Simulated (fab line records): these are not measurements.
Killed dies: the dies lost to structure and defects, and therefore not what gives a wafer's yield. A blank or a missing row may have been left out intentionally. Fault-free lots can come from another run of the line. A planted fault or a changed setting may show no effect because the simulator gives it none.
2 desks, one fault / flow sky130 / numbers are kept per desk, each desk with only its own; the story behind them comes last

== THE METROLOGY DESK ==
What the gauges read, lot by lot, whatever tool the lot ran on: means of the sampled wafers that have a number. Marked OUT: a lot whose mean sits more than 4 standard deviations from the usual mean, which makes it out of limits; the brackets give that distance.
Columns: A = VIA3_HDPCVD_THK at SKY_VIA3_THK_MEAS_01, usual 1642 nm
lot=L916; first seen here=day 39 01:32; A=1635
lot=L917; first seen here=day 39 03:04; A=1641
lot=L918; first seen here=day 39 16:11; A=1653
lot=L919; first seen here=day 40 17:13; A=1620
lot=L921; first seen here=day 40 20:33; A=1642
lot=L924; first seen here=day 41 10:17; A=1611
lot=L929; first seen here=day 42 18:32; A=1654
lot=L931; first seen here=day 43 18:20; A=1655
lot=L932; first seen here=day 43 22:45; A=1650
lot=L933; first seen here=day 44 02:36; A=1645
lot=L934; first seen here=day 44 03:38; A=1640
lot=L936; first seen here=day 44 16:54; A=1617
lot=L937; first seen here=day 46 13:40; A=1645
This desk's verdict: no lot among the 13 shows anything out of limits.

== TOOL OWNER'S DESK, plasma asher-04 ==
The tool's own readings at SKY_LDD_N_STRIP_16 (strips in O2/N2): means of the sampled wafers that have a number, for each lot that ran on this tool. Marked OUT: a lot whose mean sits more than 4 standard deviations from the usual mean, which makes it out of limits; the brackets give that distance.
Columns: A = drypump motor current A at SKY_LDD_N_STRIP_16, usual 5.9 A; B = oes product au at SKY_LDD_N_STRIP_16, usual 0.409 a.u.; C = strip time to endpoint s at SKY_LDD_N_STRIP_16, usual 4.376 s
lot=L916; first seen here=day 18 03:05; A=5.3; B=0.416; C=4.380
lot=L917; first seen here=day 18 06:42; A=5.2; B=0.409; C=4.360
lot=L918; first seen here=day 18 20:23; A=5.3; B=0.410; C=4.374
lot=L919; first seen here=day 19 10:35; A=5.4; B=0.404; C=4.351
lot=L921; first seen here=day 20 09:28; A=5.3; B=0.408; C=4.374
lot=L931; first seen here=day 24 03:46; A=5.4; B=0.413; C=4.379
lot=L937; first seen here=day 28 00:09; A=5.4; B=0.415; C=4.374
This desk's verdict: no lot among the 7 shows anything out of limits.

== ALL TOGETHER ==
The metrology desk saw nothing out of limits.
The desk of the tool owner found nothing out of limits.

== WHAT THE SIMULATOR HAD PUT IN ==
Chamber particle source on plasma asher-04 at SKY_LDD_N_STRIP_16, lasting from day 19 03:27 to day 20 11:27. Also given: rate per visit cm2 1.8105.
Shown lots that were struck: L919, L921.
